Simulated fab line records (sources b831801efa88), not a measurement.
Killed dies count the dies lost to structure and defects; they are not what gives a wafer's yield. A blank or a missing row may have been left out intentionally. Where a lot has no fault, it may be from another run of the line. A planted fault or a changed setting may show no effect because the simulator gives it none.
A lot that was struck, set against a sound lot | flow sfqLine | 32 out of 325 route steps
Sound: the wafers L197.4, L197.5, L197.6. Struck: wafer L209.1 (L209.4, L209.6, from the same lot, were not struck and are left out); the cause is given at the end.
Order at every step that has rows: each side's tool, ch and its chambers, its first start. Under that, the readings that differ: sound wafers | struck wafers | difference of the means | sigmas: that difference in standard deviations of wafers without a fault.
alike: words and numbers the same on both sides, and readings whose means are apart by under 2 such deviations; not compared: readings that were withheld, readings missing a value for some wafer, numbers with overlapping values and no deviation given by the record, and bounds like >300 which may hide the same value.
Wherever a step has rows on one side only, a row that says differs or no value, or a row with sigmas, the two part there. Numbers that have no deviation but don't overlap get no sigmas and don't part them. A reading missing from all wafers of one side parts the sides only when that side holds two or more wafers.

SFQ_INCOMING_BOW_MEAS_900:
  struck on filmMetro-01, day 4 08:00; sound on filmMetro-04, day 1 20:04
reading           | sound  | struck | difference | sigmas
INCOMING_BOW (um) | 7 17 2 | -8     | -17        | -3
then, 1 step without rows for these wafers: SFQ_TRILAYER_INCOMING_OXIDATION_002 (target thk 500 nm, ox time 4939 s).
SFQ_TRILAYER_L0_DEP_SPUTTER_003: material MoNx KI, target thk 40 nm, time 100 s.
  struck on pvdSputter-03, day 4 10:29; sound on pvdSputter-05, day 1 22:29
reading                                                 | sound             | struck | difference | sigmas
model.MoNx_KI_of_TRILAYER_L0_DEP_SPUTTER_003.thkNm (nm) | 40.19 40.21 39.56 | 44.48  | +4.49      | 
  alike: basePressurePa, throttleValvePct
SFQ_L0_RS_MEAS_901: a four-point-probe measurement.
  struck on filmMetro-03, day 4 10:34; sound on filmMetro-04, day 1 22:37
reading                | sound          | struck | difference | sigmas
L0_MONX_KI_RS (ohm/sq) | 43.3 43.3 44.0 | 39.1   | -4.4       | -8
SFQ_L0_THK_MEAS_902: measures by xrf.
  struck on filmMetro-03, day 4 10:41; sound on filmMetro-04, day 1 22:43
reading             | sound          | struck | difference | sigmas
L0_MONX_KI_THK (nm) | 40.8 40.7 40.1 | 44.8   | +4.3       | +8
then, 6 steps without rows for these wafers: SFQ_TRILAYER_L0_LITHO_COAT_010 (resist thk 62 nm); SFQ_TRILAYER_L0_LITHO_COAT_005 (resist thk 595 nm); SFQ_TRILAYER_L0_LITHO_SOFTBAKE_009; SFQ_TRILAYER_L0_LITHO_EXPOSE_006 (exposes mask L0, target cd 2000 nm); SFQ_TRILAYER_L0_LITHO_PEB_008 (peb time 60 s); SFQ_TRILAYER_L0_LITHO_DEVELOP_007 (time 60 s).
SFQ_TRILAYER_L0_BARC_OPEN_METAL_ETCH_010: etches BARC in O2, target depth 125 nm, time 41.7 s.
  sound on rieMetal-03 ch 0,1, day 2 14:06; struck on rieMetal-04 ch 0, day 5 10:57
reading             | sound | struck | difference                   | sigmas
rfHoursCounterH (h) | - - - | 158    | no value on the sound wafers | 
  alike: drypumpMotorCurrentA, oesProductAu
SFQ_TRILAYER_L0_ETCH_METAL_ETCH_008: etches MoNx KI in SF6/O2, stops on SiO2, target depth 50 nm, time 25 s.
  sound on rieMetal-03 ch 0,1, day 2 14:09; struck on rieMetal-04 ch 0, day 5 11:01
reading             | sound             | struck | difference                   | sigmas
oesProductAu (a.u.) | 0.873 0.872 0.867 | 0.927  | +0.056                       | +7
rfHoursCounterH (h) | - - -             | 158    | no value on the sound wafers | 
  alike: drypumpMotorCurrentA
SFQ_TRILAYER_L0_STRIP_STRIP_009: strips in O2.
  sound on rieMetal-03 ch 0,1, day 2 14:23; struck on rieMetal-04 ch 0, day 5 11:03
reading             | sound             | struck | difference                   | sigmas
oesProductAu (a.u.) | 1.010 1.017 0.999 | 0.987  | -0.022                       | -2
rfHoursCounterH (h) | - - -             | 158    | no value on the sound wafers | 
  alike: drypumpMotorCurrentA
then, 1 step without rows for these wafers: SFQ_TRILAYER_L0_STRIP_SOLV_CLEAN_010 (cleans in NMP, time 600 s).
SFQ_TRILAYER_L0_CAP_PECVD_011: deposits SiO2 from SiH4/N2O, time 13.333 s, target thk 60 nm.
  sound on pecvd-01 ch 0,1,2, day 2 14:58; struck on pecvd-01 ch 2, day 5 11:50
  alike: heaterPowerW, throttleValvePct
then, 6 steps without rows for these wafers: SFQ_TRILAYER_L0_VIA_LITHO_COAT_018 (resist thk 62 nm); SFQ_TRILAYER_L0_VIA_LITHO_COAT_013 (resist thk 639.5 nm); SFQ_TRILAYER_L0_VIA_LITHO_SOFTBAKE_017; SFQ_TRILAYER_L0_VIA_LITHO_EXPOSE_014 (exposes mask L0V, target cd 700 nm); SFQ_TRILAYER_L0_VIA_LITHO_PEB_016 (peb time 60 s); SFQ_TRILAYER_L0_VIA_LITHO_DEVELOP_015 (time 60 s).
-- the record jumps here: 3 days lie between the struck wafers' starts before and after --
SFQ_L0V_OVL_MEAS_903:
  struck on overlay-02, day 8 02:18; sound on overlay-01, day 5 09:31
  alike: L0V_OVL
SFQ_TRILAYER_L0_VIA_BARC_OPEN_VIA_ETCH_021: etches BARC in O2, target depth 125 nm, time 41.7 s.
  sound on rieDiel-04 ch 1,2, day 5 09:32; struck on rieDiel-03 ch 1, day 8 02:20
  alike: drypumpMotorCurrentA, oesProductAu
  not compared: rfHoursCounterH
then, 4 steps without rows for these wafers: SFQ_TRILAYER_L0_VIA_ETCH_VIA_ETCH_016 (etches SiO2 in CHF3, stops on MoNx KI, target depth 80 nm); SFQ_TRILAYER_L0_VIA_STRIP_STRIP_017 (strips in O2); SFQ_TRILAYER_L0_VIA_STRIP_SOLV_CLEAN_018 (cleans in NMP, time 600 s); SFQ_TRILAYER_M0_DEP_PRE_CLEAN_020 (time 15 s).
SFQ_TRILAYER_M0_DEP_SPUTTER_019: material Nb, target thk 200 nm, time 133.3 s.
  struck on pvdSputter-04, day 8 03:14; sound on pvdSputter-06, day 5 10:25
  alike: basePressurePa, throttleValvePct
SFQ_M0_RS_MEAS_904: a four-point-probe measurement.
  struck on filmMetro-03, day 8 03:20; sound on filmMetro-03, day 5 10:34
  alike: M0_NB_RS
then, 1 step without rows for these wafers: SFQ_TRILAYER_M0_LITHO_COAT_026 (resist thk 62 nm).
-- the record jumps here: 80 days lie between the struck wafers' starts before and after --
SFQ_M8_BOW_MEAS_951:
  struck on filmMetro-04, day 87 16:09; sound on filmMetro-02, day 80 22:39
reading                 | sound             | struck | difference | sigmas
model.etest.l0.ohmSq    | 43.34 43.32 44.03 | 39.16  | -4.40      | 
model.etest.l0v.linkOhm | 44.25 44.24 44.94 | 40.07  | -4.41      | 
model.etest.l0.ohmUm    | 21.66 21.68 22.03 | 19.57  | -2.22      | 
  alike: M8_BOW

WHERE THEY PART
Last at SFQ_TRILAYER_L0_STRIP_STRIP_009 as far as this record goes, first at SFQ_INCOMING_BOW_MEAS_900. Later steps at which nothing parts them and some readings are alike: SFQ_TRILAYER_L0_CAP_PECVD_011, SFQ_L0V_OVL_MEAS_903, SFQ_TRILAYER_L0_VIA_BARC_OPEN_VIA_ETCH_021, SFQ_TRILAYER_M0_DEP_SPUTTER_019, SFQ_M0_RS_MEAS_904, SFQ_M8_BOW_MEAS_951.

WHY: whatever the simulator had introduced
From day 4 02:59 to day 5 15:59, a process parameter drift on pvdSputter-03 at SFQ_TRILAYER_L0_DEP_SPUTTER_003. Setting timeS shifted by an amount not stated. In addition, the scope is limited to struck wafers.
